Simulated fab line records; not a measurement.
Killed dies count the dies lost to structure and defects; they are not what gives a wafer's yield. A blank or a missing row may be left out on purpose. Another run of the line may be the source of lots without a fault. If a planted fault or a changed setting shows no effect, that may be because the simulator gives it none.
Comparing a struck lot with a sound one ; flow sky130 ; 16 out of 708 route steps
Sound: these wafers, L834.1, L834.2, L834.5. Struck: wafers L824.2, L824.3, L824.5. The cause is given at the end.
Each step with rows lists, per side, the tool, then ch with its chambers, then its first start. Under that, the readings that differ: sound wafers ; struck wafers ; difference of the means ; sigmas: that difference in standard deviations of wafers without a fault.
alike: words and numbers the same on both sides, and readings whose means are apart by under 2 such deviations; not compared: readings that were withheld, readings missing a value for some wafer, numbers with overlapping values and no deviation given by the record, and bounds like >300 which may hide the same value.
Wherever a step has rows on one side only, a row that says differs or no value, or a row with sigmas, the two part there. Numbers that don't overlap but have no deviation are shown without sigmas and don't part them. Lack of a reading on every wafer of one side parts them only where that side has two or more wafers.

first, 2 steps without rows for these wafers: SKY_METAL4_PEB_11; SKY_METAL4_DEVELOP_12 (develop time 60 s).
SKY_METAL4_CD_MEAS_13: the cd target is 300 nm.
  struck on cdSem-01, day 44 11:43; sound on cdSem-02, day 46 13:02
reading;sound;struck;difference;sigmas
cdNm (nm);298.0 297.0 298.8;301.2 302.9 301.2;+3.8;+3
SKY_METAL4_OVL_MEAS_14:
  struck on overlay-01, day 44 11:49; sound on overlay-02, day 46 13:10
  alike: METAL4_OVL
SKY_METAL4_DESCUM_15: chemistry O2, time 8 s.
  sound on rieMetal-03 ch 0,1, day 46 13:12; struck on rieMetal-02 ch 0,1, day 44 11:51
  alike: drypumpMotorCurrentA, oesProductAu
  not compared: rfHoursCounterH
SKY_METAL4_ETCH_16: etches BARC in N2/H2, stops on SiO2, time 88.2 s, target depth 60 nm.
  sound on rieMetal-03 ch 0,1, day 46 13:14; struck on rieMetal-02 ch 0,1, day 44 11:53
  alike: drypumpMotorCurrentA, oesProductAu, throttleValvePct
  not compared: rfHoursCounterH
SKY_METAL4_ETCH_17: etches SiO2 in C4F8/O2/Ar, stops on TiN, time 3.9 s, target depth 15 nm.
  sound on rieDiel-03 ch 1,2,3, day 46 13:20; struck on rieDiel-03 ch 0,3, day 44 11:59
  alike: oesProductAu
  not compared: rfHoursCounterH
SKY_METAL4_METAL_ETCH_18: etches the open film in Cl2/BCl3, stops on SiO2, target depth 845 nm, time 183.1 s.
  sound on rieMetal-02 ch 0,1, day 46 13:20; struck on rieMetal-03 ch 0,1, day 44 11:59
  alike: bcl3FlowSccm, drypumpMotorCurrentA, oesProductAu, throttleValvePct
  not compared: rfHoursCounterH
SKY_METAL4_STRIP_19: strips in O2/N2.
  sound on plasmaAsher-02 ch 0,1, day 46 13:31; struck on plasmaAsher-01 ch 0,1, day 44 12:10
reading;sound;struck;difference;sigmas
drypumpMotorCurrentA (A);5.92 5.70 5.91;5.14 5.29 5.09;-0.67;-2
oesProductAu (a.u.);0.493 0.488 0.489;0.504 0.501 0.517;+0.017;+3
stripTimeToEndpointS (s);6.37 6.36 6.34;6.51 6.50 6.65;+0.20;+2
  not compared: rfHoursCounterH
then, 3 steps without rows for these wafers: SKY_METAL4_STRIP_20 (strips in post etch residue remover, time 1200 s); SKY_METAL4_CLEAN_21 (cleans in IPA, time 180 s); SKY_METAL4_CLEAN_22 (cleans in O3/DIW).
SKY_VIA4_HDPCVD_00: deposits SiO2, target thk 1750 nm, time 291.7 s.
  sound on hdpcvd-02 ch 0,2, day 46 14:10; struck on hdpcvd-01 ch 0,2, day 44 12:46
reading;sound;struck;difference;sigmas
sih4FlowSccm (sccm);60.09 60.36 60.15;47.80 48.17 48.18;-12.15;-71
model.SiO2_of_VIA4_HDPCVD_00.thkNm (nm);1753 1767 1748;1382 1373 1370;-381;
SKY_VIA4_THK_MEAS_01:
  struck on filmMetro-02, day 44 12:57; sound on filmMetro-03, day 46 14:20
reading;sound;struck;difference;sigmas
VIA4_HDPCVD_THK (nm);1752 1767 1750;1382 1374 1371;-381;-22
then, 2 steps without rows for these wafers: SKY_VIA4_CMP_02 (polishes SiO2); SKY_PAD_OPEN_PROBE_99.

WHERE THEY PART
At SKY_METAL4_CD_MEAS_13 first; at SKY_VIA4_THK_MEAS_01 last (within this record only).

WHY: the cause the simulator had injected
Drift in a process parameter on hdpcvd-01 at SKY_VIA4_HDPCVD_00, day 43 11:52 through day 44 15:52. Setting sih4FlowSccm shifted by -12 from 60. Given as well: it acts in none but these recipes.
